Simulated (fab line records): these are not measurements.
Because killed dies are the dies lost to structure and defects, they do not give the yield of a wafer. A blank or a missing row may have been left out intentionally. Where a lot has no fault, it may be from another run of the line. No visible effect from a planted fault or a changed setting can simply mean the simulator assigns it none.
The tool behind it: which one? || flow sky130 || 9 lots, 27 wafers sampled, at 6 steps of a route of 708

== WHAT THE GAUGES READ, wafer by wafer ==
SKY_CONTACT_CD_MEAS_14 targets a cd of 170 nm. Usual: cd-nm 169.7 nm, standard deviation 1.6.
{"lot": "L561", "measured": "day 33 01:09", "on": "cd-sem-02", "cd-nm (nm)": "168.9 168.7 166.6", "flag": ""}
{"lot": "L564", "measured": "day 33 15:52", "on": "cd-sem-01", "cd-nm (nm)": "169.7 - 171.8", "flag": ""}
{"lot": "L571", "measured": "day 36 01:23", "on": "cd-sem-02", "cd-nm (nm)": "169.2 168.0 167.7", "flag": ""}
{"lot": "L573", "measured": "day 36 22:38", "on": "cd-sem-01", "cd-nm (nm)": "170.6 171.2 171.9", "flag": ""}
{"lot": "L574", "measured": "day 37 04:14", "on": "cd-sem-01", "cd-nm (nm)": "170.3 171.4 169.8", "flag": ""}
{"lot": "L576", "measured": "day 37 14:17", "on": "cd-sem-02", "cd-nm (nm)": "170.7 170.3 168.0", "flag": ""}
{"lot": "L580", "measured": "day 38 15:05", "on": "cd-sem-02", "cd-nm (nm)": "168.9 168.4 168.7", "flag": ""}
{"lot": "L581", "measured": "day 38 18:27", "on": "cd-sem-02", "cd-nm (nm)": "165.8 166.8 168.4", "flag": ""}
{"lot": "L582", "measured": "day 39 09:26", "on": "cd-sem-01", "cd-nm (nm)": "168.6 168.9 168.8", "flag": ""}

SKY_CONTACT_OVL_MEAS_15. Usual: for CONTACT_OVL the level is -1 nm and the standard deviation is 5.4.
{"lot": "L561", "measured": "day 33 01:16", "on": "overlay-01", "CONTACT_OVL (nm)": "-5 2 -8", "flag": ""}
{"lot": "L564", "measured": "day 33 15:59", "on": "overlay-02", "CONTACT_OVL (nm)": "0 - 2", "flag": ""}
{"lot": "L571", "measured": "day 36 01:29", "on": "overlay-02", "CONTACT_OVL (nm)": "-7 -20 -8", "flag": ""}
{"lot": "L573", "measured": "day 36 22:43", "on": "overlay-01", "CONTACT_OVL (nm)": "10 7 6", "flag": ""}
{"lot": "L574", "measured": "day 37 04:21", "on": "overlay-02", "CONTACT_OVL (nm)": "-6 -1 -8", "flag": ""}
{"lot": "L576", "measured": "day 37 14:24", "on": "overlay-02", "CONTACT_OVL (nm)": "2 5 6", "flag": ""}
{"lot": "L580", "measured": "day 38 15:12", "on": "overlay-02", "CONTACT_OVL (nm)": "0 2 4", "flag": ""}
{"lot": "L581", "measured": "day 38 18:34", "on": "overlay-01", "CONTACT_OVL (nm)": "-5 -3 -1", "flag": ""}
{"lot": "L582", "measured": "day 39 09:33", "on": "overlay-02", "CONTACT_OVL (nm)": "3 3 4", "flag": ""}

== TOOL THAT RAN EACH LOT (tool first, then ch and the chambers of the sampled wafers, then the start) ==
{"lot": "L561", "SKY_SPACER_ETCHBACK_02": "rie-diel-04 ch 0,1,2, day 24 10:15", "SKY_LI_CONTACT_STRIP_16": "plasma-asher-04 ch 0,1, day 30 14:28", "SKY_LOCAL_INTERCONNECT_ETCH_13": "rie-metal-04 ch 0,1, day 31 20:11", "SKY_LOCAL_INTERCONNECT_METAL_ETCH_14": "rie-metal-04 ch 0,1, day 31 20:15"}
{"lot": "L564", "SKY_SPACER_ETCHBACK_02": "rie-diel-04 ch 0,1,3, day 25 01:39", "SKY_LI_CONTACT_STRIP_16": "plasma-asher-04 ch 0,1, day 31 04:28", "SKY_LOCAL_INTERCONNECT_ETCH_13": "rie-metal-04 ch 0,1, day 32 10:07", "SKY_LOCAL_INTERCONNECT_METAL_ETCH_14": "rie-metal-04 ch 0,1, day 32 10:11"}
{"lot": "L571", "SKY_SPACER_ETCHBACK_02": "rie-diel-04 ch 0,1,2, day 27 18:19", "SKY_LI_CONTACT_STRIP_16": "plasma-asher-03 ch 0,1, day 33 17:37", "SKY_LOCAL_INTERCONNECT_ETCH_13": "rie-metal-02 ch 0,1, day 34 21:14", "SKY_LOCAL_INTERCONNECT_METAL_ETCH_14": "rie-metal-02 ch 0,1, day 34 21:17"}
{"lot": "L573", "SKY_SPACER_ETCHBACK_02": "rie-diel-04 ch 1,2,3, day 28 15:56", "SKY_LI_CONTACT_STRIP_16": "plasma-asher-04 ch 0,1, day 34 13:44", "SKY_LOCAL_INTERCONNECT_ETCH_13": "rie-metal-04 ch 0,1, day 35 18:22", "SKY_LOCAL_INTERCONNECT_METAL_ETCH_14": "rie-metal-04 ch 0,1, day 35 18:25"}
{"lot": "L574", "SKY_SPACER_ETCHBACK_02": "rie-diel-03 ch 0,1,2, day 28 20:31", "SKY_LI_CONTACT_STRIP_16": "plasma-asher-04 ch 0,1, day 34 20:37", "SKY_LOCAL_INTERCONNECT_ETCH_13": "rie-metal-04 ch 0, day 36 00:35", "SKY_LOCAL_INTERCONNECT_METAL_ETCH_14": "rie-metal-04 ch 0, day 36 00:43"}
{"lot": "L576", "SKY_SPACER_ETCHBACK_02": "rie-diel-02 ch 0,1, day 29 08:01", "SKY_LI_CONTACT_STRIP_16": "plasma-asher-02 ch 0,1, day 35 06:40", "SKY_LOCAL_INTERCONNECT_ETCH_13": "rie-metal-04 ch 0, day 36 10:38", "SKY_LOCAL_INTERCONNECT_METAL_ETCH_14": "rie-metal-04 ch 0, day 36 10:49"}
{"lot": "L580", "SKY_SPACER_ETCHBACK_02": "rie-diel-04 ch 0,3, day 30 12:23", "SKY_LI_CONTACT_STRIP_16": "plasma-asher-03 ch 0,1, day 36 07:07", "SKY_LOCAL_INTERCONNECT_ETCH_13": "rie-metal-02 ch 0,1, day 37 11:14", "SKY_LOCAL_INTERCONNECT_METAL_ETCH_14": "rie-metal-02 ch 0,1, day 37 11:17"}
{"lot": "L581", "SKY_SPACER_ETCHBACK_02": "rie-diel-03 ch 0,2,3, day 30 13:35", "SKY_LI_CONTACT_STRIP_16": "plasma-asher-04 ch 0,1, day 36 10:58", "SKY_LOCAL_INTERCONNECT_ETCH_13": "rie-metal-04 ch 1, day 37 14:28", "SKY_LOCAL_INTERCONNECT_METAL_ETCH_14": "rie-metal-04 ch 1, day 37 14:32"}
{"lot": "L582", "SKY_SPACER_ETCHBACK_02": "rie-diel-04 ch 1,2,3, day 31 07:50", "SKY_LI_CONTACT_STRIP_16": "plasma-asher-02 ch 0,1, day 37 03:08", "SKY_LOCAL_INTERCONNECT_ETCH_13": "rie-metal-04 ch 0,1, day 38 06:49", "SKY_LOCAL_INTERCONNECT_METAL_ETCH_14": "rie-metal-04 ch 0,1, day 38 06:53"}
- SKY_SPACER_ETCHBACK_02: etches Si3N4 in CH3F/O2, stops on SiO2, time 46.7 s, target depth 45 nm.
- SKY_LI_CONTACT_STRIP_16: strips in O2/N2.
- SKY_LOCAL_INTERCONNECT_ETCH_13: etches BARC in N2/H2, stops on SiO2, time 45.9 s, target depth 60 nm.
- SKY_LOCAL_INTERCONNECT_METAL_ETCH_14: etches TiN in Cl2/BCl3, stops on PSG, target depth 110 nm, time 31.4 s.

== WHAT THE TOOLS THEMSELVES READ (means of the sampled wafers that have a number; where no wafer has one, the mark that the record gives instead) ==
SKY_SPACER_ETCHBACK_02. Usual: bias-w 79.99 W, standard deviation 0.26; drypump-motor-current-A 5.7 A, standard deviation 0.32; oes-product-au 0.854 a.u., standard deviation 0.006; throttle-valve-pct 10.562 %, standard deviation 0.009.
{"lot": "L561", "tool": "rie-diel-04", "bias-w (W)": 80.17, "drypump-motor-current-A (A)": 5.6, "oes-product-au (a.u.)": 0.855, "throttle-valve-pct (%)": 10.561, "flag": ""}
{"lot": "L564", "tool": "rie-diel-04", "bias-w (W)": 79.83, "drypump-motor-current-A (A)": 5.6, "oes-product-au (a.u.)": 0.848, "throttle-valve-pct (%)": 10.556, "flag": ""}
{"lot": "L571", "tool": "rie-diel-04", "bias-w (W)": 79.90, "drypump-motor-current-A (A)": 5.6, "oes-product-au (a.u.)": 0.855, "throttle-valve-pct (%)": 10.558, "flag": ""}
{"lot": "L573", "tool": "rie-diel-04", "bias-w (W)": 79.93, "drypump-motor-current-A (A)": 5.6, "oes-product-au (a.u.)": 0.847, "throttle-valve-pct (%)": 10.563, "flag": ""}
{"lot": "L574", "tool": "rie-diel-03", "bias-w (W)": 80.03, "drypump-motor-current-A (A)": 6.0, "oes-product-au (a.u.)": 0.853, "throttle-valve-pct (%)": 10.568, "flag": ""}
{"lot": "L576", "tool": "rie-diel-02", "bias-w (W)": 79.78, "drypump-motor-current-A (A)": 5.7, "oes-product-au (a.u.)": 0.855, "throttle-valve-pct (%)": 10.557, "flag": ""}
{"lot": "L580", "tool": "rie-diel-04", "bias-w (W)": 79.66, "drypump-motor-current-A (A)": 5.5, "oes-product-au (a.u.)": 0.856, "throttle-valve-pct (%)": 10.555, "flag": ""}
{"lot": "L581", "tool": "rie-diel-03", "bias-w (W)": 79.89, "drypump-motor-current-A (A)": 5.7, "oes-product-au (a.u.)": 0.859, "throttle-valve-pct (%)": 10.567, "flag": ""}
{"lot": "L582", "tool": "rie-diel-04", "bias-w (W)": 80.35, "drypump-motor-current-A (A)": 5.6, "oes-product-au (a.u.)": 0.854, "throttle-valve-pct (%)": 10.571, "flag": ""}

SKY_LI_CONTACT_STRIP_16. Usual: drypump-motor-current-A 6.2 A, standard deviation 0.45; oes-product-au 0.376 a.u., standard deviation 0.0047; strip-time-to-endpoint-s 3.49 s, standard deviation 0.035.
{"lot": "L561", "tool": "plasma-asher-04", "drypump-motor-current-A (A)": 6.4, "oes-product-au (a.u.)": 0.376, "strip-time-to-endpoint-s (s)": 3.45, "flag": ""}
{"lot": "L564", "tool": "plasma-asher-04", "drypump-motor-current-A (A)": 6.4, "oes-product-au (a.u.)": 0.375, "strip-time-to-endpoint-s (s)": 3.49, "flag": ""}
{"lot": "L571", "tool": "plasma-asher-03", "drypump-motor-current-A (A)": 6.5, "oes-product-au (a.u.)": 0.375, "strip-time-to-endpoint-s (s)": 3.53, "flag": ""}
{"lot": "L573", "tool": "plasma-asher-04", "drypump-motor-current-A (A)": 6.4, "oes-product-au (a.u.)": 0.379, "strip-time-to-endpoint-s (s)": 3.51, "flag": ""}
{"lot": "L574", "tool": "plasma-asher-04", "drypump-motor-current-A (A)": 6.4, "oes-product-au (a.u.)": 0.375, "strip-time-to-endpoint-s (s)": 3.48, "flag": ""}
{"lot": "L576", "tool": "plasma-asher-02", "drypump-motor-current-A (A)": 5.7, "oes-product-au (a.u.)": 0.374, "strip-time-to-endpoint-s (s)": 3.46, "flag": ""}
{"lot": "L580", "tool": "plasma-asher-03", "drypump-motor-current-A (A)": 6.2, "oes-product-au (a.u.)": 0.372, "strip-time-to-endpoint-s (s)": 3.46, "flag": ""}
{"lot": "L581", "tool": "plasma-asher-04", "drypump-motor-current-A (A)": 6.4, "oes-product-au (a.u.)": 0.375, "strip-time-to-endpoint-s (s)": 3.46, "flag": ""}
{"lot": "L582", "tool": "plasma-asher-02", "drypump-motor-current-A (A)": 5.8, "oes-product-au (a.u.)": 0.378, "strip-time-to-endpoint-s (s)": 3.49, "flag": ""}

SKY_LOCAL_INTERCONNECT_ETCH_13. Usual: bias-w 100.0 W, standard deviation 0.31; drypump-motor-current-A 5.5 A, standard deviation 0.51; oes-product-au 0.855 a.u., standard deviation 0.0046; throttle-valve-pct 13.224 %, standard deviation 0.0091.
{"lot": "L561", "tool": "rie-metal-04", "bias-w (W)": 99.9, "drypump-motor-current-A (A)": 5.6, "oes-product-au (a.u.)": 0.850, "throttle-valve-pct (%)": 13.231, "flag": ""}
{"lot": "L564", "tool": "rie-metal-04", "bias-w (W)": 100.0, "drypump-motor-current-A (A)": 5.4, "oes-product-au (a.u.)": 0.833, "throttle-valve-pct (%)": 13.227, "flag": "OFF"}
{"lot": "L571", "tool": "rie-metal-02", "bias-w (W)": 100.1, "drypump-motor-current-A (A)": 5.7, "oes-product-au (a.u.)": 0.858, "throttle-valve-pct (%)": 13.221, "flag": ""}
{"lot": "L573", "tool": "rie-metal-04", "bias-w (W)": 100.0, "drypump-motor-current-A (A)": 5.4, "oes-product-au (a.u.)": 0.852, "throttle-valve-pct (%)": 13.236, "flag": ""}
{"lot": "L574", "tool": "rie-metal-04", "bias-w (W)": 100.0, "drypump-motor-current-A (A)": 5.2, "oes-product-au (a.u.)": 0.857, "throttle-valve-pct (%)": 13.223, "flag": ""}
{"lot": "L576", "tool": "rie-metal-04", "bias-w (W)": 99.9, "drypump-motor-current-A (A)": 5.2, "oes-product-au (a.u.)": 0.852, "throttle-valve-pct (%)": 13.220, "flag": ""}
{"lot": "L580", "tool": "rie-metal-02", "bias-w (W)": 99.8, "drypump-motor-current-A (A)": 5.7, "oes-product-au (a.u.)": 0.857, "throttle-valve-pct (%)": 13.223, "flag": ""}
{"lot": "L581", "tool": "rie-metal-04", "bias-w (W)": 100.4, "drypump-motor-current-A (A)": 5.8, "oes-product-au (a.u.)": 0.857, "throttle-valve-pct (%)": 13.224, "flag": ""}
{"lot": "L582", "tool": "rie-metal-04", "bias-w (W)": 99.9, "drypump-motor-current-A (A)": 5.6, "oes-product-au (a.u.)": 0.852, "throttle-valve-pct (%)": 13.216, "flag": ""}

SKY_LOCAL_INTERCONNECT_METAL_ETCH_14. Usual: bias-w 48.50 W, standard deviation 0.17; drypump-motor-current-A 5.5 A, standard deviation 0.51; oes-product-au 0.937 a.u., standard deviation 0.007; throttle-valve-pct 21.902 %, standard deviation 0.0094.
{"lot": "L561", "tool": "rie-metal-04", "bias-w (W)": 48.57, "drypump-motor-current-A (A)": 5.6, "oes-product-au (a.u.)": 0.940, "throttle-valve-pct (%)": 21.903, "flag": ""}
{"lot": "L564", "tool": "rie-metal-04", "bias-w (W)": 48.42, "drypump-motor-current-A (A)": 5.4, "oes-product-au (a.u.)": 0.744, "throttle-valve-pct (%)": 22.023, "flag": "OFF"}
{"lot": "L571", "tool": "rie-metal-02", "bias-w (W)": 48.43, "drypump-motor-current-A (A)": 5.7, "oes-product-au (a.u.)": 0.932, "throttle-valve-pct (%)": 21.912, "flag": ""}
{"lot": "L573", "tool": "rie-metal-04", "bias-w (W)": 48.45, "drypump-motor-current-A (A)": 5.4, "oes-product-au (a.u.)": 0.938, "throttle-valve-pct (%)": 21.903, "flag": ""}
{"lot": "L574", "tool": "rie-metal-04", "bias-w (W)": 48.31, "drypump-motor-current-A (A)": 5.2, "oes-product-au (a.u.)": 0.944, "throttle-valve-pct (%)": 21.894, "flag": ""}
{"lot": "L576", "tool": "rie-metal-04", "bias-w (W)": 48.75, "drypump-motor-current-A (A)": 5.2, "oes-product-au (a.u.)": 0.937, "throttle-valve-pct (%)": 21.901, "flag": ""}
{"lot": "L580", "tool": "rie-metal-02", "bias-w (W)": 48.71, "drypump-motor-current-A (A)": 5.7, "oes-product-au (a.u.)": 0.932, "throttle-valve-pct (%)": 21.905, "flag": ""}
{"lot": "L581", "tool": "rie-metal-04", "bias-w (W)": 48.55, "drypump-motor-current-A (A)": 5.8, "oes-product-au (a.u.)": 0.934, "throttle-valve-pct (%)": 21.915, "flag": ""}
{"lot": "L582", "tool": "rie-metal-04", "bias-w (W)": 48.44, "drypump-motor-current-A (A)": 5.6, "oes-product-au (a.u.)": 0.934, "throttle-valve-pct (%)": 21.906, "flag": ""}

== THE ANSWER, worked out from the rows above alone ==
Rule: lot off if the mean of its wafers having a number is beyond 3 standard deviations from the usual mean. A lot without any number at a reading at which 4 lots or more have one is off too. The other lots that the step has rows for count as sound. First the gauges in route order, then the tools' own readings, where a lot's mean is used as printed above. At the first step where some lot is off, the reading lying furthest off is the one used; lots without a number count as furthest.
Off: L564 (SKY_LOCAL_INTERCONNECT_ETCH_13, oes-product-au).
A tool fits if, at that step or a process step before it, it ran every lot that is off, and no sound lot after the first of them. None of those tried fits.

== WHAT THE SIMULATOR PUT IN ==
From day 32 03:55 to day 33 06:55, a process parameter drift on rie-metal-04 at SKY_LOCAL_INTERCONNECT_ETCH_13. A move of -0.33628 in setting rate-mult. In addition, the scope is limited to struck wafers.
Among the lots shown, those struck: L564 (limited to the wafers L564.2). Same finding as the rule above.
